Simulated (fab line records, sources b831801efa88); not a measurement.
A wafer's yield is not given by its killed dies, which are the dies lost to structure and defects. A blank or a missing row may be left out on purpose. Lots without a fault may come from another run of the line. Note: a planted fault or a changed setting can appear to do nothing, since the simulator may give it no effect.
fab line records ; flow sky130
[record] lots = 7; wafers = 21; lastDay = 50
route steps=708 shown VT_ADJUST_PCH@146 SONOS_TUNNEL@154 PAD_OPEN@708
lots with no fault: from the same line, run without faults
startH: start of the lot's first displayed wafer, in hours after the record's first day ; waitH: hours from the lot's prior step to this one ; " as in the row above ; L1.1+2: several wafers, shown together as one row ; - no value, or no start was given ; * or withheld: withheld ; < > ~ a bound
route shown NAME@n: a module of which the file shows steps, and the number in the route of the first ; usual: mean/standard deviation of fault-free wafers ; same: alike in all rows ; chamber/n: place in a boat ; sites: the reading at each site ; _std_site: their standard deviation ; _edge_site: mean of outer sites minus mean of inner sites ; radiusMm: how far each site lies from the wafer's centre ; mask NAME#n: copy n ; behind: tool/chamber where the wafer was last shaped ; hold: what put the lot on hold/how long, in hours/how the hold closed ; device: whichever transistor did not switch (one of n, p or np) ; end of line: the tests these same wafers got at the end of their route ; a step without rows: its recipe alone ; killed: not the wafer's yield, but the dies lost to structure and defects at the first sort ; map: a wafer's dies, marking killed ones x, the rest . and places with no die _
set.NAME: the setting that was run; set.NAME@STEP: the one run at that earlier step ; model.NAME: the simulator's own value behind a step, which no gauge read
lots at selected steps of the route; one table per step, one row per wafer
services: a tool's chamber out of use, with start hour (startH, from the record's first day; less than 0 if before it), hours out, and reason
[[steps]]
[step SKY_VT_ADJUST_PCH_SOFTBAKE_03]
[recipe] tempC = 110; timeS = withheld
[step SKY_VT_ADJUST_PCH_EXPOSE_04]
[recipe] maskId = NWM; na = 0.6; sourceShape = conventional; sigmaOuter = 0.6; polarization = unpolarized; targetCdNm = 840; doseMj = 255
[step SKY_VT_ADJUST_PCH_PEB_05]
[recipe] tempC = 115; timeS = withheld
[step SKY_VT_ADJUST_PCH_DEVELOP_06]
[recipe] wallAngleDeg = 90; developer = TMAH; developTimeS = 60; devTempC = 23
[step SKY_VT_ADJUST_PCH_OVL_MEAS_07]
[usual] VT_ADJUST_PCH_OVL = -0.8/1.5
lot.wafer;tool;chamber;startH;waitH;VT_ADJUST_PCH_OVL[nm]
L785.1;overlay-01;-;236.06;-;-0.4
L785.2;overlay-01;-;236.06;-;0.3
L785.5;overlay-01;-;236.06;-;0.7
L787.4;overlay-01;-;248.30;-;1.4
L787.5;overlay-01;-;248.30;-;-0.2
L787.6;overlay-01;-;248.30;-;1.1
L789.1;overlay-02;-;258.44;-;-3.1
L789.3;overlay-02;-;258.44;-;-2.2
L789.5;overlay-02;-;258.44;-;-4.2
L791.1;overlay-01;-;280.79;-;-0.2
L791.2;overlay-01;-;280.79;-;-0.5
L791.5;overlay-01;-;280.79;-;-0.4
L793.1;overlay-02;-;283.24;-;-0.2
L793.3;overlay-02;-;283.24;-;-0.7
L793.4;overlay-02;-;283.24;-;-2.0
L805.1;overlay-02;-;376.53;-;-0.2
L805.5;overlay-02;-;376.53;-;-2.1
L805.6;overlay-02;-;376.53;-;-0.6
L807.1;overlay-02;-;391.91;-;-0.7
L807.2;overlay-02;-;391.91;-;-1.6
L807.3;overlay-02;-;391.91;-;-1.5
[step SKY_VT_ADJUST_PCH_IMPLANT_08]
[recipe] species = B; energyKev = 10; doseCm2 = 5e+11; tiltDeg = withheld
[step SKY_VT_ADJUST_PCH_STRIP_09]
[recipe] chemistry = O2/N2; powerW = 1400; pressureMtorr = 1500; platenTempC = withheld; o2FlowSccm = 3000; n2FlowSccm = 300; overashFraction = 0.5
[usual] chamberPressureMTorr = 1499.9/1.4; drypumpMotorCurrentA = 5.8/0.41; oesProductAu = 0.723/0.0043; stripTimeToEndpointS = 36.91/0.1
lot.wafer;tool;chamber;startH;waitH;chamberPressureMTorr;drypumpMotorCurrentA;oesProductAu;rfHoursCounterH;stripTimeToEndpointS
L785.1;plasmaAsher-04;0;236.24;0.1;1502.5;5.9;0.722;42;36.84
L785.2;plasmaAsher-04;1;236.24;0.1;1498.9;5.6;0.727;42;36.90
L785.5;plasmaAsher-04;0;236.24;0.1;1497.8;5.9;0.720;-;36.78
L787.4;plasmaAsher-04;0;248.50;0.1;1498.2;5.9;0.723;-;36.94
L787.5;plasmaAsher-04;1;248.50;0.1;1500.7;5.6;0.728;-;36.93
L787.6;plasmaAsher-04;0;248.50;0.1;1502.2;5.9;0.720;-;36.92
L789.1;plasmaAsher-02;1;258.63;0.1;1500.3;5.0;0.719;59;37.01
L789.3;plasmaAsher-02;0;258.63;0.1;1503.0;6.0;0.723;-;37.00
L789.5;plasmaAsher-02;0;258.63;0.1;1499.7;6.0;0.722;-;37.07
L791.1;plasmaAsher-04;0;280.98;0.1;1500.6;5.9;0.727;47;37.06
L791.2;plasmaAsher-04;1;280.98;0.1;1501.2;5.6;0.732;47;37.03
L791.5;plasmaAsher-04;1;280.98;0.1;1499.9;5.6;0.718;-;37.02
L793.1;plasmaAsher-03;1;283.43;0.1;1501.6;5.9;0.728;17;37.01
L793.3;plasmaAsher-03;1;283.43;0.1;1501.9;5.9;0.719;-;37.00
L793.4;plasmaAsher-03;0;283.43;0.1;1501.2;6.3;0.716;-;36.87
L805.1;plasmaAsher-02;1;376.72;0.1;1501.8;5.0;0.724;71;36.92
L805.5;plasmaAsher-02;0;376.72;0.1;1500.4;6.0;0.723;-;37.07
L805.6;plasmaAsher-02;1;376.72;0.1;1500.5;5.0;0.724;-;37.15
L807.1;plasmaAsher-04;1;392.09;0.1;1499.0;5.6;0.721;58;36.95
L807.2;plasmaAsher-04;0;392.09;0.1;1498.7;5.9;0.730;58;36.93
L807.3;plasmaAsher-04;1;392.09;0.1;1498.1;5.6;0.725;-;37.00
[step SKY_VT_ADJUST_PCH_TW_MEAS_10]
[usual] VT_ADJUST_PCH_TW = 141.7/0.84
lot.wafer;tool;chamber;startH;waitH;VT_ADJUST_PCH_TW
L785.1;filmMetro-01;-;236.34;0.1;141.4
L785.2;filmMetro-01;-;236.34;0.1;141.2
L785.5;filmMetro-01;-;236.34;0.1;140.7
L787.4;filmMetro-04;-;248.60;0.1;141.9
L787.5;filmMetro-04;-;248.60;0.1;142.7
L787.6;filmMetro-04;-;248.60;0.1;141.7
L789.1;filmMetro-04;-;258.73;0.1;141.8
L789.3;filmMetro-04;-;258.73;0.1;142.4
L789.5;filmMetro-04;-;258.73;0.1;141.8
L791.1;filmMetro-04;-;281.08;0.1;141.2
L791.2;filmMetro-04;-;281.08;0.1;140.7
L791.5;filmMetro-04;-;281.08;0.1;141.1
L793.1;filmMetro-04;-;283.53;0.1;140.8
L793.3;filmMetro-04;-;283.53;0.1;141.1
L793.4;filmMetro-04;-;283.53;0.1;140.3
L805.1;filmMetro-01;-;376.82;0.1;141.2
L805.5;filmMetro-01;-;376.82;0.1;141.1
L805.6;filmMetro-01;-;376.82;0.1;140.3
L807.1;filmMetro-01;-;392.19;0.1;141.5
L807.2;filmMetro-01;-;392.19;0.1;141.5
L807.3;filmMetro-01;-;392.19;0.1;141.0
[step SKY_SONOS_TUNNEL_DEHYDRATE_00]
[recipe] tempC = 200; timeS = 60
[step SKY_SONOS_TUNNEL_HMDS_01]
[recipe] primeTimeS = 60; primeTempC = 120
[step SKY_SONOS_TUNNEL_COAT_02]
[recipe] resist = NOVOLAK; spinRpm = 3000; resistThkNm = 1140
[step SKY_SONOS_TUNNEL_SOFTBAKE_03]
[recipe] tempC = 90; timeS = 60; resist = NOVOLAK
[step SKY_SONOS_TUNNEL_EXPOSE_04]
[recipe] maskId = TUNM; na = 0.6; sourceShape = conventional; sigmaOuter = 0.6; polarization = unpolarized; targetCdNm = 410; doseMj = 136
[usual] stageVelMmS = 500.01/0.23
lot.wafer;tool;chamber;startH;waitH;mask;stageVelMmS;model.SONOS_TUNNEL.overlayXNm
L785.1;ilineStepper-01;0;247.81;-;TUNM#0;500.03;-1.106
L785.2;ilineStepper-01;0;247.81;-;TUNM#0;500.05;-1.106
L785.5;ilineStepper-01;0;247.81;-;TUNM#0;500.10;-1.106
L787.4;ilineStepper-01;0;260.21;-;TUNM#0;500.23;-1.74
L787.5;ilineStepper-01;0;260.21;-;TUNM#0;499.72;-1.74
L787.6;ilineStepper-01;0;260.21;-;TUNM#0;500.13;-1.74
L789.1;ilineStepper-01;0;270.21;-;TUNM#0;499.90;-127
L789.3;ilineStepper-01;0;270.21;-;TUNM#0;500.32;-127
L789.5;ilineStepper-01;0;270.21;-;TUNM#0;499.86;-127
L791.1;ilineStepper-01;0;293.93;-;TUNM#0;500.04;-126.1
L791.2;ilineStepper-01;0;293.93;-;TUNM#0;500.06;-126.1
L791.5;ilineStepper-01;0;293.93;-;TUNM#0;499.71;-126.1
L793.1;ilineStepper-01;0;296.58;-;TUNM#0;500.04;-129.6
L793.3;ilineStepper-01;0;296.58;-;TUNM#0;500.23;-129.6
L793.4;ilineStepper-01;0;296.58;-;TUNM#0;500.06;-129.6
L805.1;ilineStepper-02;0;391.68;-;TUNM#0;499.84;0.3211
L805.5;ilineStepper-02;0;391.68;-;TUNM#0;500.42;0.3211
L805.6;ilineStepper-02;0;391.68;-;TUNM#0;500.17;0.3211
L807.1;ilineStepper-02;0;406.03;-;TUNM#0;500.36;-1.182
L807.2;ilineStepper-02;0;406.03;-;TUNM#0;500.12;-1.182
L807.3;ilineStepper-02;0;406.03;-;TUNM#0;500.46;-1.182
[step SKY_SONOS_TUNNEL_PEB_05]
[recipe] tempC = withheld; timeS = *; resist = NOVOLAK
[step SKY_SONOS_TUNNEL_DEVELOP_06]
[recipe] resist = NOVOLAK; developer = TMAH; developTimeS = 60; devTempC = 23
[step SKY_SONOS_TUNNEL_CD_MEAS_07]
[recipe] targetCdNm = 410
[usual] cdNm = 410.0/2.2
lot.wafer;tool;chamber;startH;waitH;cdNm
L785.1;cdSem-01;-;258.78;0.1;408.9
L785.2;cdSem-01;-;258.78;0.1;409.7
L785.5;cdSem-01;-;258.78;0.1;410.1
L787.4;cdSem-02;-;271.57;0.1;412.2
L787.5;cdSem-02;-;271.57;0.1;412.1
L787.6;cdSem-02;-;271.57;0.1;413.5
L789.1;cdSem-02;-;282.83;0.1;412.0
L789.3;cdSem-02;-;282.83;0.1;408.6
L789.5;cdSem-02;-;282.83;0.1;411.4
L791.1;cdSem-01;-;306.51;0.1;413.4
L791.2;cdSem-01;-;306.51;0.1;412.8
L791.5;cdSem-01;-;306.51;0.1;412.5
L793.1;cdSem-01;-;308.66;0.1;408.7
L793.3;cdSem-01;-;308.66;0.1;407.7
L793.4;cdSem-01;-;308.66;0.1;408.1
L805.1;cdSem-01;-;405.53;0.2;412.8
L805.5;cdSem-01;-;405.53;0.2;412.9
L805.6;cdSem-01;-;405.53;0.2;413.8
L807.1;cdSem-02;-;420.88;0.1;412.4
L807.2;cdSem-02;-;420.88;0.1;413.2
L807.3;cdSem-02;-;420.88;0.1;412.4
[step SKY_SONOS_TUNNEL_OVL_MEAS_08]
[usual] SONOS_TUNNEL_OVL = -1.8/1.6
lot.wafer;tool;chamber;startH;waitH;SONOS_TUNNEL_OVL[nm]
L785.1;overlay-02;-;258.90;0.1;-2.3
L785.2;overlay-02;-;258.90;0.1;-4.6
L785.5;overlay-02;-;258.90;0.1;-2.2
L787.4;overlay-01;-;271.65;0.1;-2.8
L787.5;overlay-01;-;271.65;0.1;-2.2
L787.6;overlay-01;-;271.65;0.1;-2.6
L789.1;overlay-01;-;282.95;0.1;-129.1
L789.3;overlay-01;-;282.95;0.1;-128.9
L789.5;overlay-01;-;282.95;0.1;-129.5
L791.1;overlay-02;-;306.63;0.1;-129.6
L791.2;overlay-02;-;306.63;0.1;-128.5
L791.5;overlay-02;-;306.63;0.1;-129.8
L793.1;overlay-02;-;308.78;0.1;-131.5
L793.3;overlay-02;-;308.78;0.1;-131.3
L793.4;overlay-02;-;308.78;0.1;-131.2
L805.1;overlay-02;-;405.65;0.1;-0.2
L805.5;overlay-02;-;405.65;0.1;-1.6
L805.6;overlay-02;-;405.65;0.1;0.6
L807.1;overlay-02;-;421.00;0.1;-2.4
L807.2;overlay-02;-;421.00;0.1;-4.3
L807.3;overlay-02;-;421.00;0.1;-3.3
[step SKY_SONOS_TUNNEL_IMPLANT_09]
[recipe] species = B; energyKev = 20; doseCm2 = 1e+12; tiltDeg = withheld
[step SKY_PAD_OPEN_PROBE_99]
[usual] killed_at_M0_to_M3 = 42/6.8; killed_at_M4_up = 3.4/1.8; killedAtContacts = 25/5.7; killedAtFrontEnd = 16/4.8; killedAtOther = 0.2/0.39; killedDies = 87/9.6; killedOnRim = 17/3.9; killedOpen = 47/6.9; killedShort = 40/6.3
[same] grossDies = 492; killedAtBackSide = 0
lot.wafer;tool;chamber;startH;waitH;killed_at_M0_to_M3;killed_at_M4_up;killedAtContacts;killedAtFrontEnd;killedAtOther;killedDies;killedOnRim;killedOpen;killedShort;model.etest.sonosErased.driveUaUm;model.etest.sonosUncharged.rOnOhmUm;model.etest.sonosProgrammed.offLog10AUm;model.etest.sonosErased.vtV;model.etest.sonosProgrammed.vtV;model.etest.sonosBaked.vtV;model.etest.sonosUncharged.vtV
L785.1;prober-01;-;1090.91;0.1;46;3;26;9;1;85;15;42;43;174.4;796.2;-14.04;-2.326;1.517;1.016;-0.4205
L785.2;prober-01;-;1090.96;0.1;52;3;37;18;0;110;21;59;51;236.9;793.3;-13.81;-2.371;1.502;0.9999;-0.4567
L785.5;prober-01;-;1091.11;0.2;36;2;27;20;0;85;16;47;38;202.8;802.9;-13.89;-2.344;1.549;1.035;-0.415
L787.4;prober-02;-;1094.18;0.2;38;5;24;17;1;85;21;42;43;173.6;804.9;-14.01;-2.277;1.496;0.9655;-0.4307
L787.5;prober-02;-;1094.23;0.2;51;6;21;16;1;95;20;52;43;217.2;796.8;-13.98;-2.331;1.442;0.9567;-0.4426
L787.6;prober-02;-;1094.28;0.2;43;2;35;19;0;99;21;56;43;184.2;805.2;-13.93;-2.276;1.428;0.9548;-0.3969
L789.3;prober-01;-;1102.58;0.2;43;1;18;45;0;107;25;42;30;123.2;779.1;-12.9;-1.429;1.347;0.852;-0.5857
L789.5;prober-01;-;1102.68;0.2;45;5;23;53;0;126;29;43;43;123.1;774.9;-12.68;-1.452;1.329;0.7988;-0.5693
L791.2;prober-01;-;1122.28;0.1;45;4;23;41;0;113;16;51;30;121.4;775.4;-12.82;-1.432;1.264;0.7902;-0.5357
L791.5;prober-01;-;1122.43;0.2;37;5;27;46;0;115;24;36;47;110.1;791.1;-13.26;-1.42;1.338;0.838;-0.5262
L793.1;prober-01;-;1122.59;0.1;36;4;28;66;0;134;25;48;38;110.1;775.4;-12.34;-1.312;1.204;0.7612;-0.5618
L793.4;prober-01;-;1122.74;0.2;39;5;31;62;0;137;33;55;42;87.16;779.8;-12.42;-1.244;1.197;0.7759;-0.536
L805.1;prober-01;-;1186.09;0.1;33;8;24;12;0;77;16;37;40;202.6;802.8;-13.99;-2.282;1.385;0.8697;-0.4146
L805.5;prober-01;-;1186.29;0.2;47;4;24;11;0;86;12;39;47;218.9;817.2;-13.91;-2.263;1.366;0.8809;-0.4248
L805.6;prober-01;-;1186.34;0.2;46;3;20;20;0;89;15;47;42;185.4;809.3;-13.93;-2.25;1.403;0.9043;-0.462
L807.1;prober-01;-;1190.62;0.1;40;3;26;4;0;73;22;48;25;190.6;814;-14.04;-2.213;1.283;0.8421;-0.4157
L807.2;prober-01;-;1190.67;0.1;34;1;27;12;0;74;15;44;30;186.5;819.8;-14.02;-2.274;1.406;0.9254;-0.4405
L807.3;prober-01;-;1190.72;0.2;42;1;21;16;0;80;19;44;36;173.6;814.8;-14.03;-2.256;1.448;0.9689;-0.4405
// killed by level:class
L785.1 VIA1:geometricParticle:open=13 CONTACT:geometricParticle:short=7 LOCAL_INTERCONNECT:geometricParticle:short=6 CONTACT:geometricParticle:open=6 METAL1:geometricParticle:short=6 VIA3:geometricParticle:open=6 VIA2:geometricParticle:open=5 VIA1:geometricParticle:short=5
L785.2 VIA1:geometricParticle:open=17 CONTACT:geometricParticle:open=12 LOCAL_INTERCONNECT:geometricParticle:short=8 LI_CONTACT:geometricParticle:open=7 CONTACT:geometricParticle:short=7 METAL1:geometricParticle:short=6 FIELD_ISO:geometricParticle:short=5 VIA3:geometricParticle:open=5
L785.5 VIA1:geometricParticle:open=14 LI_CONTACT:geometricParticle:open=8 FIELD_ISO:geometricParticle:open=7 CONTACT:geometricParticle:open=7 CONTACT:geometricParticle:short=6 METAL2:geometricParticle:short=4 METAL3:geometricParticle:short=4 FIELD_ISO:geometricParticle:short=3
L787.4 CONTACT:geometricParticle:open=9 VIA2:geometricParticle:open=7 VIA1:geometricParticle:short=7 FIELD_ISO:geometricParticle:open=5 METAL1:geometricParticle:short=5 LI_CONTACT:geometricParticle:short=5 LI_CONTACT:geometricParticle:open=5 VIA1:geometricParticle:open=5
L787.5 VIA1:geometricParticle:open=12 FIELD_ISO:geometricParticle:short=9 VIA2:geometricParticle:open=9 METAL2:geometricParticle:short=9 LI_CONTACT:geometricParticle:open=8 CONTACT:geometricParticle:open=7 METAL1:geometricParticle:short=7 FIELD_ISO:geometricParticle:open=5
L787.6 CONTACT:geometricParticle:open=12 VIA2:geometricParticle:open=9 VIA1:geometricParticle:open=9 LI_CONTACT:geometricParticle:open=7 FIELD_ISO:geometricParticle:open=6 LI_CONTACT:geometricParticle:short=6 METAL1:geometricParticle:short=6 VIA3:geometricParticle:open=6
L789.3 SONOS_TUNNEL:overlay=35 CONTACT:geometricParticle:open=8 VIA1:geometricParticle:open=8 METAL2:geometricParticle:short=8 VIA3:geometricParticle:open=7 VIA1:geometricParticle:short=5 LI_CONTACT:geometricParticle:open=4 VIA3:geometricParticle:short=4
L789.5 SONOS_TUNNEL:overlay=40 VIA1:geometricParticle:open=15 CONTACT:geometricParticle:open=10 VIA1:geometricParticle:short=10 METAL2:geometricParticle:short=8 CONTACT:geometricParticle:short=6 POLY_GATE:geometricParticle:open=4 METAL1:geometricParticle:short=4
L791.2 SONOS_TUNNEL:overlay=32 VIA1:geometricParticle:open=13 CONTACT:geometricParticle:open=9 VIA3:geometricParticle:open=9 LI_CONTACT:geometricParticle:open=8 METAL2:geometricParticle:short=5 METAL1:geometricParticle:short=5 VIA2:geometricParticle:open=4
L791.5 SONOS_TUNNEL:overlay=32 LOCAL_INTERCONNECT:geometricParticle:short=7 VIA1:geometricParticle:open=7 CONTACT:geometricParticle:short=6 LI_CONTACT:geometricParticle:open=6 CONTACT:geometricParticle:open=5 VIA3:geometricParticle:open=5 POLY_GATE:geometricParticle:short=4
L793.1 SONOS_TUNNEL:overlay=48 VIA1:geometricParticle:open=12 LI_CONTACT:geometricParticle:open=8 CONTACT:geometricParticle:short=8 POLY_GATE:geometricParticle:short=7 CONTACT:geometricParticle:open=7 VIA3:geometricParticle:open=7 METAL2:geometricParticle:short=5
L793.4 SONOS_TUNNEL:overlay=40 CONTACT:geometricParticle:open=15 VIA1:geometricParticle:open=11 CONTACT:geometricParticle:short=8 VIA3:geometricParticle:open=7 VIA1:geometricParticle:short=7 FIELD_ISO:geometricParticle:short=6 POLY_GATE:geometricParticle:short=6
L805.1 CONTACT:geometricParticle:open=10 VIA1:geometricParticle:open=8 METAL4:geometricParticle:short=7 METAL1:geometricParticle:short=5 CONTACT:geometricParticle:short=5 VIA1:geometricParticle:short=5 VIA2:geometricParticle:open=5 FIELD_ISO:geometricParticle:short=4
L805.5 METAL2:geometricParticle:short=9 VIA1:geometricParticle:short=9 LI_CONTACT:geometricParticle:open=8 CONTACT:geometricParticle:open=7 VIA1:geometricParticle:open=7 CONTACT:geometricParticle:short=6 VIA2:geometricParticle:open=6 VIA2:geometricParticle:short=5
L805.6 VIA1:geometricParticle:open=10 METAL2:geometricParticle:short=7 VIA1:geometricParticle:short=7 LI_CONTACT:geometricParticle:open=6 CONTACT:geometricParticle:open=6 POLY_GATE:geometricParticle:open=5 VIA2:geometricParticle:short=5 VIA3:geometricParticle:short=5
L807.1 CONTACT:geometricParticle:open=10 VIA1:geometricParticle:open=10 VIA3:geometricParticle:open=8 VIA2:geometricParticle:open=6 METAL2:geometricParticle:short=5 LI_CONTACT:geometricParticle:open=4 LOCAL_INTERCONNECT:geometricParticle:short=4 LI_CONTACT:geometricParticle:short=3
L807.2 CONTACT:geometricParticle:open=10 VIA3:geometricParticle:open=8 LI_CONTACT:geometricParticle:open=6 VIA1:geometricParticle:open=5 CONTACT:geometricParticle:short=5 VIA2:geometricParticle:short=5 VIA2:geometricParticle:open=5 LOCAL_INTERCONNECT:geometricParticle:short=4
L807.3 METAL1:geometricParticle:short=9 VIA1:geometricParticle:open=8 CONTACT:geometricParticle:open=6 LI_CONTACT:geometricParticle:open=5 METAL2:geometricParticle:short=5 VIA1:geometricParticle:short=5 VIA2:geometricParticle:open=5 FIELD_ISO:geometricParticle:open=4
// map L789.5 (x killed, . not)
__________...xx....._________
________........x....._______
______x.x..x..x.....x..._____
_____...x...xx......x...x____
____....x.....x......x...x___
___x.xx......x..x...x....x.__
__..x...x....xx..x...x..x.xx_
_..x....x.........x.........x
_...x......x...xx...x..x.....
_...x.x..xx.....x.x...x.x....
_.xxx........x.x.x..x..xxx...
_.x........x.......xx..xx....
_x.x..x..x..x.......x...x....
_.xx....x..xx...x..x........x
_.xx.x.x...x..............x..
__x..x....x...........x....._
___.xx.x.xx...x.........x..__
____....x...x..x..xx..x.xx___
_____.........x........x.____
______.x..x..x.x....xx.._____
________x..xx....x.x.x_______
__________...xx.x.xx_________
// map L791.5 (x killed, . not)
__________.........._________
________.......x..x..._______
______x.x.x..x.........._____
_____.........x..x...x...____
____xx...x...x...xx.....xx___
___..x..xxx........x.x...x.__
__x.x....xx...x.x..x.x....xx_
_...x.x..xx...x..........x.xx
_..x............xx.....x.....
_...xx...x..xxx..x.x.........
_x.x...x...x.....xxx.........
_....x......x.x..x...x.....x.
_.x.x.....xxx...............x
_....x......x.x....x...x...x.
_.xx....x.x.....x..x.....x.x.
__..x......xx.xxx..xx......._
___x.x........x......x..x..__
____..x.....x...........x.___
_____x.......xx....x...x.____
______.......x.....x..x._____
________..........x..._______
__________.x..x..x.._________
[[services]]
tool;chamber;startH;hours;kind
ilineStepper-01;-;250.90;3.5;repair
ilineStepper-02;-;263.75;1.7;pm
plasmaAsher-02;-;334.86;4.1;repair
ilineStepper-01;-;360.48;1.7;pm
ilineStepper-01;-;387.67;14.8;repair
[[key]]
[firstSign] step = SKY_SONOS_TUNNEL_OVL_MEAS_08; reading = SONOS_TUNNEL_OVL; direction = down; sigmas = 79; usual = -1.8; struck = -129.9
[effect] step = SKY_PAD_OPEN_PROBE_99; reading = killedAtFrontEnd; direction = up; sigmas = 7.5; usual = 16; struck = 52
[modelEffect] step = SKY_SONOS_TUNNEL_EXPOSE_04; value = SONOS_TUNNEL.overlayXNm; without = 1.635; struck = -127.6
[modelEffect] step = SKY_PAD_OPEN_PROBE_99; value = etest.sonosErased.driveUaUm; without = 199.1; struck = 112.5
[moreKillsBornAt] SKY_SONOS_TUNNEL_EXPOSE_04@ilineStepper-01 = 227
metAt SKY_SONOS_TUNNEL_EXPOSE_04
struckWafers L789.1,L789.3,L789.5,L791.1,L791.2,L791.5,L793.1,L793.3,L793.4
rowsEnd L789.1,L791.1,L793.3
testerLeftOut L789,L791,L793
onsetBetween 260.21 270.21
[fault] kind = scannerMatchingOverlay; tool = ilineStepper-01; chamber = -; onsetH = 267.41; steps = SKY_SONOS_TUNNEL_EXPOSE_04; offset = -129.2
// testerLeftOut: of these lots the tester's yield and bins aren't shown, on N5 and GAA mostly nor the transistor test; their killed dies are dies lost to structure and defects alone, not to doping, threshold or leakage, so they don't give the yield
// rowsEnd: these wafers met a further fault down the route, and their rows from its step on are left out
